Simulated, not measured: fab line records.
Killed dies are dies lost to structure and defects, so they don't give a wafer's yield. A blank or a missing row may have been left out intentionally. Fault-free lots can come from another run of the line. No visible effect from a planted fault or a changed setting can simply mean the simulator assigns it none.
fab line records | flow sky130
record lots=11 | wafers=33 | lastDay=50
route steps=708 shown CONTACT@421 METAL1@453 PAD_OPEN@708
lots that met no fault: taken from a fault-free run of the same line
startH: hours from the record's opening day to when the first of the lot's shown wafers began | waitH: hours since the lot's step before | " as in the row above | L1.1+2: a single row standing in for several wafers | - value missing, or start not given | * or withheld: withheld | < > ~ a bound
route shown NAME@n: a module of which the file shows steps, and the number in the route of the first | usual: mean and standard deviation over wafers with no fault | same: alike in all rows | chamber/n: place in a boat | sites: per-site readings | _std_site: their standard deviation | _edge_site: mean of outer sites minus mean of inner sites | radiusMm: how far each site lies from the wafer's centre | mask NAME#n: copy n | behind: the tool/chamber that last shaped the wafer | hold: why the lot was held/for how many hours/how that ended | device: the transistor (n, p or np) that didn't switch | end of line: the same wafers' tests at the end of the route | where a step has no rows: the recipe by itself | killed: the dies lost at the first sort to structure and to defects; this is not the yield of the wafer | map: dies across one wafer; x = killed, . = not, _ = none there
set.NAME: the setting that was run; set.NAME@STEP: the one run at that earlier step | model.NAME: the simulator's own value behind a step, which no gauge read
the route's steps for a sample of lots (tables are steps, rows are wafers)
services: the hour from which a tool's chamber was out of use, counted from the record's first day as startH (under 0 if before that day), plus the number of hours and why
## steps
# step SKY_CONTACT_OVL_MEAS_15
# usual CONTACT_OVL=2/6.3
lot.wafer | tool       | chamber | startH | waitH | CONTACT_OVL[nm]
L904.1    | overlay-02 | -       | 729.12 | 0.1   | 10
L904.5    | "          | -       | "      | "     | 2
L904.6    | "          | -       | "      | "     | 3
L905.1    | overlay-01 | -       | 739.57 | 0.1   | 8
L905.2    | "          | -       | "      | "     | 3
L905.5    | "          | -       | "      | "     | -8
L907.2    | overlay-02 | -       | 751.48 | 0.1   | -3
L907.4    | "          | -       | "      | "     | -4
L907.5    | "          | -       | "      | "     | -8
L915.1    | overlay-01 | -       | 811.67 | 0.1   | 5
L915.3    | "          | -       | "      | "     | 8
L915.5    | "          | -       | "      | "     | 7
L917.2    | overlay-02 | -       | 836.83 | 0.1   | -2
L917.5    | "          | -       | "      | "     | 3
L917.6    | "          | -       | "      | "     | -10
L918.1    | overlay-01 | -       | 843.27 | 0.1   | 11
L918.2    | "          | -       | "      | "     | 2
L918.5    | "          | -       | "      | "     | 5
L919.2    | overlay-02 | -       | 884.93 | 0.1   | 11
L919.3    | "          | -       | "      | "     | -5
L919.5    | "          | -       | "      | "     | 10
L922.2    | overlay-02 | -       | 888.43 | 0.1   | 14
L922.3    | "          | -       | "      | "     | 4
L922.6    | "          | -       | "      | "     | 12
L923.1    | overlay-02 | -       | 890.92 | 0.1   | 3
L923.2    | "          | -       | "      | "     | -3
L923.3    | "          | -       | "      | "     | 3
L925.2    | overlay-02 | -       | 892.23 | 0.1   | -2
L925.3    | "          | -       | "      | "     | -6
L925.5    | "          | -       | "      | "     | -7
L927.2    | overlay-01 | -       | 904.14 | 0.1   | 13
L927.5    | "          | -       | "      | "     | 8
L927.6    | "          | -       | "      | "     | 7
# step SKY_CONTACT_SPUTTER_23
# recipe material=TiN | targetThkNm=20 | chamberPressurePa=5 | powerW=4000 | timeS=80
# usual throttleValvePct=30.1/1.3
# same timeS=80
lot.wafer | tool          | chamber | startH | waitH | throttleValvePct
L904.1    | pvdSputter-01 | -       | 730.04 | 0.0   | 29.6
L904.5    | "             | -       | "      | "     | 28.7
L904.6    | "             | -       | "      | "     | 29.9
L905.1    | pvdSputter-01 | -       | 740.37 | 0.0   | 30.0
L905.2    | "             | -       | "      | "     | 28.6
L905.5    | "             | -       | "      | "     | 33.1
L907.2    | pvdSputter-03 | -       | 752.24 | 0.0   | 29.6
L907.4    | "             | -       | "      | "     | 27.8
L907.5    | "             | -       | "      | "     | 31.7
L915.1    | pvdSputter-03 | -       | 812.47 | 0.0   | 29.9
L915.3    | "             | -       | "      | "     | 29.6
L915.5    | "             | -       | "      | "     | 29.7
L917.2    | pvdSputter-03 | -       | 837.58 | 0.0   | 31.5
L917.5    | "             | -       | "      | "     | 29.7
L917.6    | "             | -       | "      | "     | 29.6
L918.1    | pvdSputter-02 | -       | 844.03 | 0.0   | 30.2
L918.2    | "             | -       | "      | "     | 31.3
L918.5    | "             | -       | "      | "     | 29.3
L919.2    | pvdSputter-02 | -       | 885.71 | 0.0   | 30.9
L919.3    | "             | -       | "      | "     | 29.4
L919.5    | "             | -       | "      | "     | 30.2
L922.2    | pvdSputter-02 | -       | 889.19 | 0.0   | 31.1
L922.3    | "             | -       | "      | "     | 29.3
L922.6    | "             | -       | "      | "     | 29.2
L923.1    | pvdSputter-02 | -       | 891.73 | 0.0   | 30.1
L923.2    | "             | -       | "      | "     | 31.1
L923.3    | "             | -       | "      | "     | 29.3
L925.2    | pvdSputter-01 | -       | 893.02 | 0.0   | 29.5
L925.3    | "             | -       | "      | "     | 29.6
L925.5    | "             | -       | "      | "     | 33.2
L927.2    | pvdSputter-02 | -       | 904.95 | 0.0   | 31.2
L927.5    | "             | -       | "      | "     | 30.8
L927.6    | "             | -       | "      | "     | 29.2
# step SKY_CONTACT_RS_MEAS_25
# recipe thkMeasGauge=four-point-probe | reads=W_of_CONTACT_CVD_24+TiN_of_CONTACT_SPUTTER_23
# usual CONTACT_W_RS=0.337/0.004
lot.wafer | tool         | chamber | startH | waitH | CONTACT_W_RS[ohm/sq]
L904.1    | filmMetro-02 | -       | 730.21 | 0.1   | 0.343
L904.5    | "            | -       | "      | "     | 0.344
L904.6    | "            | -       | "      | "     | 0.334
L905.1    | filmMetro-02 | -       | 740.54 | 0.1   | 0.342
L905.2    | "            | -       | "      | "     | 0.338
L905.5    | "            | -       | "      | "     | 0.345
L907.2    | filmMetro-02 | -       | 752.43 | 0.1   | 0.335
L907.4    | "            | -       | "      | "     | 0.341
L907.5    | "            | -       | "      | "     | 0.338
L915.1    | filmMetro-02 | -       | 812.75 | 0.2   | 0.335
L915.3    | "            | -       | "      | "     | 0.336
L915.5    | "            | -       | "      | "     | 0.333
L917.2    | filmMetro-02 | -       | 837.77 | 0.1   | 0.337
L917.5    | "            | -       | "      | "     | 0.335
L917.6    | "            | -       | "      | "     | 0.349
L918.1    | filmMetro-01 | -       | 844.20 | 0.1   | 0.339
L918.2    | "            | -       | "      | "     | 0.337
L918.5    | "            | -       | "      | "     | 0.332
L919.2    | filmMetro-03 | -       | 886.02 | 0.2   | 0.331
L919.3    | "            | -       | "      | "     | 0.332
L919.5    | "            | -       | "      | "     | 0.330
L922.2    | filmMetro-03 | -       | 889.38 | 0.1   | 0.341
L922.3    | "            | -       | "      | "     | 0.341
L922.6    | "            | -       | "      | "     | 0.344
L923.1    | filmMetro-03 | -       | 891.90 | 0.1   | 0.340
L923.2    | "            | -       | "      | "     | 0.337
L923.3    | "            | -       | "      | "     | 0.337
L925.2    | filmMetro-03 | -       | 893.32 | 0.2   | 0.335
L925.3    | "            | -       | "      | "     | 0.336
L925.5    | "            | -       | "      | "     | 0.337
L927.2    | filmMetro-02 | -       | 905.15 | 0.1   | 0.338
L927.5    | "            | -       | "      | "     | 0.338
L927.6    | "            | -       | "      | "     | 0.338
# step SKY_METAL1_METAL_ETCH_19
# recipe targetDepthA=3600 | stopOn=SiO2 | overEtchFrac=0.3 | timeS=78 | chemistry=Cl2/BCl3 | resistSidewallDeg=88 | pressureMtorr=10 | icpW=900 | biasW=48.5 | Cl2_flow_sccm=60 | bcl3FlowSccm=30
# usual drypumpMotorCurrentA=5.9/0.41 | oesProductAu=0.854/0.0062 | overEtchFrac=0.3/0 | throttleValvePct=22.264/0.0094
# same timeS=78
lot.wafer | tool        | chamber | startH | waitH | drypumpMotorCurrentA | oesProductAu | overEtchFrac | rfHoursCounterH | throttleValvePct
L904.1    | rieMetal-02 | 0       | 758.21 | 0.1   | 5.5                  | 0.853        | 0.3          | 2               | 22.260
L904.5    | "           | 0       | "      | "     | 5.5                  | 0.861        | 0.3          | -               | 22.276
L904.6    | "           | 0       | "      | "     | 5.5                  | 0.846        | 0.3          | -               | 22.260
L905.1    | rieMetal-01 | 0       | 768.63 | 0.1   | 6.3                  | 0.853        | 0.3          | 9               | 22.245
L905.2    | "           | 0       | "      | "     | 6.3                  | 0.847        | 0.3          | -               | 22.266
L905.5    | "           | 0       | "      | "     | 6.3                  | 0.849        | 0.3          | -               | 22.274
L907.2    | rieMetal-03 | 1       | 779.96 | 0.0   | 5.9                  | 0.859        | 0.3          | 10              | 22.251
L907.4    | "           | 1       | "      | "     | 5.9                  | 0.864        | 0.3          | -               | 22.262
L907.5    | "           | 1       | "      | "     | 5.9                  | 0.866        | 0.3          | -               | 22.271
L915.1    | rieMetal-01 | 1       | 840.26 | 0.0   | 5.0                  | 0.816        | 0.44592      | 0               | 22.270
L915.3    | "           | 1       | "      | "     | 5.0                  | 0.812        | 0.44592      | -               | 22.271
L915.5    | "           | 1       | "      | "     | 5.0                  | 0.806        | 0.44592      | -               | 22.273
L917.2    | rieMetal-01 | 0       | 865.06 | 0.0   | 6.3                  | 0.805        | 0.44592      | 15              | 22.253
L917.5    | "           | 1       | "      | "     | 5.0                  | 0.811        | 0.44592      | -               | 22.253
L917.6    | "           | 0       | "      | "     | 6.3                  | 0.802        | 0.44592      | -               | 22.261
L918.1    | rieMetal-02 | 0       | 870.56 | 0.0   | 5.5                  | 0.854        | 0.3          | 7               | 22.260
L918.2    | "           | 1       | "      | "     | 5.6                  | 0.862        | 0.3          | 2               | 22.246
L918.5    | "           | 0       | "      | "     | 5.5                  | 0.866        | 0.3          | -               | 22.256
L919.2    | rieMetal-03 | 1       | 907.87 | 0.0   | 5.9                  | 0.840        | 0.3          | 16              | 22.258
L919.3    | "           | 1       | "      | "     | 5.9                  | 0.856        | 0.3          | -               | 22.258
L919.5    | "           | 1       | "      | "     | 5.9                  | 0.855        | 0.3          | -               | 22.253
L922.2    | rieMetal-03 | 0       | 914.75 | 0.0   | 6.4                  | 0.847        | 0.3          | 7               | 22.273
L922.3    | "           | 0       | "      | "     | 6.4                  | 0.859        | 0.3          | -               | 22.272
L922.6    | "           | 0       | "      | "     | 6.4                  | 0.841        | 0.3          | -               | 22.265
L923.1    | rieMetal-03 | 0       | 916.96 | 0.0   | 6.3                  | 0.855        | 0.3          | 7               | 22.265
L923.2    | "           | 1       | "      | "     | 5.8                  | 0.858        | 0.3          | 17              | 22.276
L923.3    | "           | 1       | "      | "     | 5.8                  | 0.857        | 0.3          | -               | 22.250
L925.2    | rieMetal-03 | 0       | 918.65 | 0.0   | 6.3                  | 0.848        | 0.3          | 7               | 22.269
L925.3    | "           | 1       | "      | "     | 5.8                  | 0.856        | 0.3          | -               | 22.274
L925.5    | "           | 1       | "      | "     | 5.9                  | 0.856        | 0.3          | -               | 22.261
L927.2    | rieMetal-01 | 0       | 930.88 | 0.1   | 6.3                  | 0.866        | 0.3          | -               | 22.265
L927.5    | "           | 0       | "      | "     | 6.3                  | 0.852        | 0.3          | -               | 22.259
L927.6    | "           | 0       | "      | "     | 6.3                  | 0.858        | 0.3          | -               | 22.268
# step SKY_METAL1_STRIP_20
# recipe chemistry=O2/N2 | powerW=1400 | pressureMtorr=1500 | platenTempC=withheld | o2FlowSccm=3000 | n2FlowSccm=300 | overashFraction=0.5
# usual drypumpMotorCurrentA=5.51/0.21 | oesProductAu=0.343/0.0052 | stripTimeToEndpointS=2.70/0.065
lot.wafer | tool           | chamber | startH | waitH | drypumpMotorCurrentA | oesProductAu | rfHoursCounterH | stripTimeToEndpointS
L904.1    | plasmaAsher-04 | 1       | 758.39 | 0.1   | 5.42                 | 0.355        | 63              | 2.80
L904.5    | "              | 0       | "      | "     | 5.61                 | 0.354        | -               | 2.78
L904.6    | "              | 1       | "      | "     | 5.39                 | 0.343        | -               | 2.79
L905.1    | plasmaAsher-01 | 1       | 768.81 | 0.1   | 5.34                 | 0.337        | 32              | 2.59
L905.2    | "              | 0       | "      | "     | 5.25                 | 0.338        | 32              | 2.55
L905.5    | "              | 1       | "      | "     | 5.33                 | 0.339        | -               | 2.60
L907.2    | plasmaAsher-01 | 0       | 780.05 | 0.1   | 5.26                 | 0.348        | 33              | 2.73
L907.4    | "              | 1       | "      | "     | 5.30                 | 0.351        | -               | 2.75
L907.5    | "              | 1       | "      | "     | 5.35                 | 0.348        | -               | 2.71
L915.1    | plasmaAsher-02 | 1       | 840.35 | 0.1   | 5.56                 | 0.323        | 103             | 2.41
L915.3    | "              | 0       | "      | "     | 5.86                 | 0.327        | -               | 2.45
L915.5    | "              | 0       | "      | "     | 5.84                 | 0.326        | -               | 2.39
L917.2    | plasmaAsher-04 | 0       | 865.15 | 0.1   | 5.59                 | 0.321        | 74              | 2.37
L917.5    | "              | 0       | "      | "     | 5.58                 | 0.331        | -               | 2.46
L917.6    | "              | 1       | "      | "     | 5.45                 | 0.324        | -               | 2.39
L918.1    | plasmaAsher-02 | 1       | 870.65 | 0.1   | 5.55                 | 0.349        | 106             | 2.73
L918.2    | "              | 0       | "      | "     | 5.85                 | 0.346        | 106             | 2.63
L918.5    | "              | 1       | "      | "     | 5.54                 | 0.343        | -               | 2.71
L919.2    | plasmaAsher-04 | 1       | 907.96 | 0.1   | 5.41                 | 0.346        | 78              | 2.80
L919.3    | "              | 1       | "      | "     | 5.41                 | 0.345        | -               | 2.79
L919.5    | "              | 1       | "      | "     | 5.41                 | 0.353        | -               | 2.78
L922.2    | plasmaAsher-02 | 1       | 914.84 | 0.1   | 5.53                 | 0.351        | 110             | 2.78
L922.3    | "              | 0       | "      | "     | 5.81                 | 0.341        | -               | 2.76
L922.6    | "              | 1       | "      | "     | 5.58                 | 0.346        | -               | 2.79
L923.1    | plasmaAsher-01 | 1       | 917.05 | 0.1   | 5.35                 | 0.343        | 45              | 2.75
L923.2    | "              | 0       | "      | "     | 5.23                 | 0.350        | 45              | 2.81
L923.3    | "              | 0       | "      | "     | 5.22                 | 0.351        | -               | 2.81
L925.2    | plasmaAsher-02 | 1       | 918.74 | 0.1   | 5.57                 | 0.339        | 111             | 2.69
L925.3    | "              | 0       | "      | "     | 5.85                 | 0.342        | -               | 2.78
L925.5    | "              | 1       | "      | "     | 5.57                 | 0.343        | -               | 2.75
L927.2    | plasmaAsher-04 | 1       | 931.03 | 0.1   | 5.41                 | 0.344        | 81              | 2.65
L927.5    | "              | 0       | "      | "     | 5.60                 | 0.335        | -               | 2.63
L927.6    | "              | 1       | "      | "     | 5.42                 | 0.345        | -               | 2.65
# step SKY_PAD_OPEN_PROBE_99
# usual defectLimitedYield=82.8/1.9 | killed_at_M0_to_M3=42/6.3 | killed_at_M4_up=3.2/1.9 | killedAtContacts=24/5.8 | killedAtFrontEnd=15/4.3 | killedAtOther=0.2/0.62 | killedDies=85/9.3 | killedOpen=46/6.8 | killedShort=38/6.1 | sort_bin_3_pad_short=0.8/0.43 | sort_bin_5_function=10.2/1.5 | sort_bin_6_memory=6.2/1.1 | sortNPass=407/9.3 | sortYieldPct=82.8/1.9
# same grossDies=492 | killedAtBackSide=0 | sort_bin_4_leakage[%]=0 | sort_bin_8_speed[%]=0
lot.wafer | tool      | chamber | startH  | waitH | defectLimitedYield[%] | killed_at_M0_to_M3 | killed_at_M4_up | killedAtContacts | killedAtFrontEnd | killedAtOther | killedDies | killedOpen | killedShort | sort_bin_3_pad_short[%] | sort_bin_5_function[%] | sort_bin_6_memory[%] | sortNPass | sortYieldPct[%]
L927.2    | prober-01 | -       | 1193.57 | 0.1   | 80.7                  | 42                 | 7               | 27               | 18               | 1             | 95         | 51         | 39          | 0.4                     | 12.4                   | 6.5                  | 397       | 80.7
L927.5    | prober-01 | -       | 1193.72 | 0.2   | 81.7                  | 52                 | 2               | 27               | 9                | 0             | 90         | 57         | 30          | 0.8                     | 12.0                   | 5.5                  | 402       | 81.7
L927.6    | prober-01 | -       | 1193.77 | 0.2   | 83.5                  | 32                 | 8               | 28               | 13               | 0             | 81         | 41         | 39          | 1.4                     | 8.5                    | 6.5                  | 411       | 83.5
# killed by level:class
L927.2 CONTACT:geometricParticle:open=12 FIELD_ISO:geometricParticle:short=7 VIA1:geometricParticle:open=7 LI_CONTACT:geometricParticle:open=7 METAL1:geometricParticle:short=7 METAL2:geometricParticle:short=6 VIA2:geometricParticle:open=5 LOCAL_INTERCONNECT:geometricParticle:short=5
L927.5 VIA1:geometricParticle:open=16 CONTACT:geometricParticle:open=8 LI_CONTACT:geometricParticle:open=7 VIA2:geometricParticle:open=7 VIA3:geometricParticle:open=6 LOCAL_INTERCONNECT:geometricParticle:short=5 METAL2:geometricParticle:short=5 VIA3:geometricParticle:short=4
L927.6 CONTACT:geometricParticle:open=10 VIA2:geometricParticle:open=9 CONTACT:geometricParticle:short=7 LOCAL_INTERCONNECT:geometricParticle:short=6 VIA1:geometricParticle:open=6 METAL4:geometricParticle:short=6 FIELD_ISO:geometricParticle:short=5 LI_CONTACT:geometricParticle:open=5
## services
tool           | chamber | startH | hours | kind
pvdSputter-02  | 2       | 707.06 | -     | consumableReplace:kit
pvdSputter-02  | 2       | 707.06 | 18.0  | scheduledDown
pvdSputter-02  | 2       | 707.06 | 18.0  | ventCycle
pvdSputter-03  | -       | 708.11 | 2.1   | repair
pvdSputter-03  | -       | 712.38 | 2.8   | repair
plasmaAsher-04 | -       | 717.00 | 14.6  | pm
rieMetal-01    | -       | 722.44 | 2.8   | pm
rieMetal-03    | 0       | 740.30 | -     | clean
rieMetal-03    | 0       | 740.30 | 18.2  | scheduledDown
rieMetal-03    | 0       | 740.30 | 18.2  | ventCycle
plasmaAsher-01 | -       | 746.49 | 15.6  | pm
rieMetal-01    | 1       | 759.54 | 13.8  | repair
pvdSputter-03  | -       | 771.12 | 3.3   | repair
rieMetal-02    | 1       | 793.84 | 40.4  | repair
rieMetal-02    | 0       | 798.89 | 27.8  | repair
plasmaAsher-01 | -       | 806.17 | 10.0  | pm
pvdSputter-02  | -       | 823.22 | 1.2   | repair
rieMetal-02    | -       | 826.67 | 2.7   | pm
rieMetal-01    | 1       | 848.14 | 5.9   | repair
plasmaAsher-04 | -       | 859.55 | 1.1   | repair
pvdSputter-02  | -       | 864.32 | 10.7  | repair
rieMetal-01    | 0       | 868.32 | 1.5   | repair
pvdSputter-03  | -       | 873.25 | 0.6   | repair
rieMetal-01    | 1       | 891.50 | 63.0  | repair
## key
firstSign step=SKY_METAL1_METAL_ETCH_19 | reading=overEtchFrac | direction=up | sigmas=99+ | usual=0.3 | struck=0.44592
effect step=SKY_METAL1_METAL_ETCH_19 | reading=oesProductAu | direction=down | sigmas=7.3 | usual=0.854 | struck=0.809
effect step=SKY_METAL1_STRIP_20 | reading=stripTimeToEndpointS | direction=down | sigmas=4.4 | usual=* | struck=*
metAt SKY_METAL1_METAL_ETCH_19
struckLots L915,L917
notActingAt SKY_CONTACT_OVL_MEAS_15,SKY_CONTACT_SPUTTER_23,SKY_CONTACT_RS_MEAS_25
onsetBetween 768.63 840.26
fault kind=processParameterDrift | tool=rieMetal-01 | chamber=- | onsetH=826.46 | steps=SKY_METAL1_METAL_ETCH_19 | channel=overEtchFrac | offset=0.14592 | shape=step | endH=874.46 | actsIn=theseRecipesOnly | stated=0.3
